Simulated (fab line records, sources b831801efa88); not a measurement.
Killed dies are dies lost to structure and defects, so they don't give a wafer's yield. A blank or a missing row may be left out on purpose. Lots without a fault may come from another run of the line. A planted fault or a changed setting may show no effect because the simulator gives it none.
Which tool did it? | flow gf180mcu | 13 lots, 39 wafers sampled, at 4 steps of a route of 602

WHAT THE GAUGES READ, wafer by wafer
GF_POLY_GATE_THK_MEAS_17. Usual: POLY_GATE_OXIDATION_THK 4.02 nm, standard deviation 0.056.
lot  | measured     | on            | POLY_GATE_OXIDATION_THK (nm) | flag
L613 | day 9 06:23  | film_metro-03 | 4.04 4.12 4.05               |
L614 | day 9 15:47  | film_metro-01 | 4.11 4.16 4.11               |
L616 | day 10 04:04 | film_metro-02 | 4.05 4.05 3.96               |
L622 | day 11 20:26 | film_metro-01 | 3.98 4.00 4.07               |
L625 | day 12 13:21 | film_metro-01 | 3.98 4.01 3.97               |
L627 | day 13 05:56 | film_metro-01 | 4.08 3.97 4.05               |
L628 | day 13 14:30 | film_metro-01 | 4.05 3.95 4.02               |
L629 | day 13 18:49 | film_metro-02 | 4.08 4.01 3.98               |
L630 | day 14 07:46 | film_metro-02 | 4.07 3.97 4.02               |
L632 | day 14 21:10 | film_metro-03 | 3.99 3.98 4.02               |
L633 | day 15 05:04 | film_metro-02 | 3.97 3.96 4.03               |
L636 | day 16 03:37 | film_metro-02 | 3.96 3.95 3.97               |
L635 | day 16 06:55 | film_metro-01 | 4.00 3.97 3.92               |

GF_PSD_OVL_MEAS_08. Usual: PSD_OVL -0.4 nm, standard deviation 1.1.
lot  | measured     | on         | PSD_OVL (nm)   | flag
L613 | day 14 03:45 | overlay-02 | -0.4 -0.8 -1.2 |
L614 | day 14 13:06 | overlay-02 | 0.7 -1.4 0.7   |
L616 | day 15 05:42 | overlay-01 | 0.8 -0.5 0.8   |
L625 | day 18 00:53 | overlay-02 | 1.2 -2.1 0.9   |
L627 | day 18 22:32 | overlay-02 | -2.0 2.2 1.8   |
L628 | day 19 08:03 | overlay-02 | -0.6 0.2 0.5   |
L629 | day 19 12:38 | overlay-02 | -0.7 -0.3 1.4  |
L630 | day 20 11:35 | overlay-01 | -0.1 -1.8 -0.3 |
L632 | day 20 19:14 | overlay-01 | -1.3 -0.4 0.9  |
L633 | day 21 05:38 | overlay-02 | 0.7 0.4 2.2    |
L636 | day 22 06:29 | overlay-01 | -0.4 0.4 -2.4  |
L635 | day 22 08:49 | overlay-01 | -0.4 -3.0 -0.1 |

WHICH TOOL RAN EACH LOT (tool, then ch and the chambers of the sampled wafers, then the start)
lot  | GF_HV_LDD_STRIP_37                   | GF_HV_LDD_STRIP_49
L613 | plasma_asher-02 ch 0,1, day 11 12:53 | plasma_asher-02 ch 0,1, day 12 08:05
L614 | plasma_asher-03 ch 0,1, day 11 22:29 | plasma_asher-02 ch 0,1, day 12 17:44
L616 | plasma_asher-01 ch 0,1, day 12 12:44 | plasma_asher-03 ch 0,1, day 13 08:46
L622 | plasma_asher-02 ch 0,1, day 14 09:02 | plasma_asher-02 ch 0,1, day 15 06:29
L625 | plasma_asher-03 ch 0,1, day 15 02:53 | plasma_asher-01 ch 0,1, day 16 00:18
L627 | plasma_asher-03 ch 0,1, day 15 22:12 | plasma_asher-01 ch 0,1, day 16 20:41
L628 | plasma_asher-01 ch 0,1, day 16 06:24 | plasma_asher-01 ch 0,1, day 17 05:05
L629 | plasma_asher-01 ch 0,1, day 16 10:51 | plasma_asher-02 ch 0,1, day 17 09:47
L630 | plasma_asher-02 ch 0,1, day 17 03:53 | plasma_asher-01 ch 0,1, day 18 03:59
L632 | plasma_asher-01 ch 0,1, day 17 16:06 | plasma_asher-01 ch 0,1, day 18 15:51
L633 | plasma_asher-03 ch 0,1, day 18 01:59 | plasma_asher-02 ch 0,1, day 19 01:57
L636 | plasma_asher-03 ch 0,1, day 19 01:50 | plasma_asher-03 ch 0,1, day 20 02:38
L635 | plasma_asher-03 ch 0,1, day 19 06:34 | plasma_asher-01 ch 0,1, day 20 06:31
- GF_HV_LDD_STRIP_37: strips in O2/N2.
- GF_HV_LDD_STRIP_49: strips in O2/N2.

WHAT THE TOOLS THEMSELVES READ (means of the sampled wafers that have a number; where no wafer has one, the mark that the record gives instead)
GF_HV_LDD_STRIP_37. Usual: drypump_motor_current_A 5.5 A, standard deviation 0.52; heater_power_w 322 W, standard deviation 30; n2_flow_sccm 300.0 sccm, standard deviation 0.83; oes_product_au 0.716 a.u., standard deviation 0.0046; strip_time_to_endpoint_s 12.63 s, standard deviation 0.031.
lot  | tool            | drypump_motor_current_A (A) | heater_power_w (W) | n2_flow_sccm (sccm) | oes_product_au (a.u.) | strip_time_to_endpoint_s (s) | flag
L613 | plasma_asher-02 | 5.7                         | 312                | 300.0               | 0.717                 | 12.60                        |
L614 | plasma_asher-03 | 5.5                         | 326                | 300.0               | 0.716                 | 12.67                        |
L616 | plasma_asher-01 | 5.4                         | 352                | 300.4               | 0.712                 | 12.60                        |
L622 | plasma_asher-02 | 5.7                         | 313                | 300.5               | 0.718                 | 12.61                        |
L625 | plasma_asher-03 | 5.3                         | 305                | 300.9               | 0.712                 | 12.65                        |
L627 | plasma_asher-03 | 5.5                         | 325                | 300.4               | 0.718                 | 12.61                        |
L628 | plasma_asher-01 | 5.4                         | 352                | 298.7               | 0.717                 | 12.65                        |
L629 | plasma_asher-01 | 5.4                         | 351                | 300.0               | 0.714                 | 12.63                        |
L630 | plasma_asher-02 | 6.2                         | 302                | 299.7               | 0.718                 | 12.65                        |
L632 | plasma_asher-01 | 5.4                         | 355                | 300.7               | 0.718                 | 12.64                        |
L633 | plasma_asher-03 | 5.6                         | 328                | 300.2               | 0.714                 | 12.62                        |
L636 | plasma_asher-03 | 5.6                         | 323                | 299.2               | 0.715                 | 12.61                        |
L635 | plasma_asher-03 | 5.6                         | 325                | 299.5               | 0.716                 | 12.58                        |

GF_HV_LDD_STRIP_49. Usual: drypump_motor_current_A 5.5 A, standard deviation 0.53; heater_power_w 326 W, standard deviation 32; n2_flow_sccm 300.1 sccm, standard deviation 0.85; oes_product_au 0.716 a.u., standard deviation 0.0046; strip_time_to_endpoint_s 12.651 s, standard deviation 0.029.
lot  | tool            | drypump_motor_current_A (A) | heater_power_w (W) | n2_flow_sccm (sccm) | oes_product_au (a.u.) | strip_time_to_endpoint_s (s) | flag
L613 | plasma_asher-02 | 5.7                         | 317                | 299.9               | 0.716                 | 12.619                       |
L614 | plasma_asher-02 | 6.2                         | 306                | 299.7               | 0.718                 | 12.628                       |
L616 | plasma_asher-03 | 5.3                         | 309                | 300.2               | 0.717                 | 12.636                       |
L622 | plasma_asher-02 | 6.2                         | 304                | 300.9               | 0.930                 | -                            | OFF
L625 | plasma_asher-01 | 5.4                         | 349                | 300.1               | 0.719                 | 12.667                       |
L627 | plasma_asher-01 | 5.2                         | 326                | 299.7               | 0.719                 | 12.635                       |
L628 | plasma_asher-01 | 5.2                         | 326                | 299.6               | 0.715                 | 12.655                       |
L629 | plasma_asher-02 | 6.2                         | 302                | 299.8               | 0.715                 | 12.684                       |
L630 | plasma_asher-01 | 5.4                         | 349                | 300.6               | 0.716                 | 12.661                       |
L632 | plasma_asher-01 | 5.4                         | 348                | 299.7               | 0.715                 | 12.678                       |
L633 | plasma_asher-02 | 6.1                         | 309                | 300.2               | 0.715                 | 12.629                       |
L636 | plasma_asher-03 | 5.3                         | 308                | 299.4               | 0.718                 | 12.649                       |
L635 | plasma_asher-01 | 5.4                         | 352                | 300.8               | 0.718                 | 12.629                       |

THE ANSWER, worked out from the rows above alone
Rule: a lot is off if the mean of its wafers that have a number lies more than 3 standard deviations from the usual mean. A lot without any number at a reading at which 4 lots or more have one is off too. The other lots that the step has rows for count as sound. The gauges are gone through in route order, then the tools' own readings, and for those a lot's mean is taken as printed above. The first step at which some lot is off is used, and at that step the reading that is off furthest; a lot without a number counts as furthest.
Off: L622, at GF_HV_LDD_STRIP_49 (strip_time_to_endpoint_s). Without a number there: L622.
A tool fits if, at that step or a process step before it, it ran every lot that is off, and no sound lot after the first of them. None of those tried fits.

WHAT THE SIMULATOR HAD PUT IN
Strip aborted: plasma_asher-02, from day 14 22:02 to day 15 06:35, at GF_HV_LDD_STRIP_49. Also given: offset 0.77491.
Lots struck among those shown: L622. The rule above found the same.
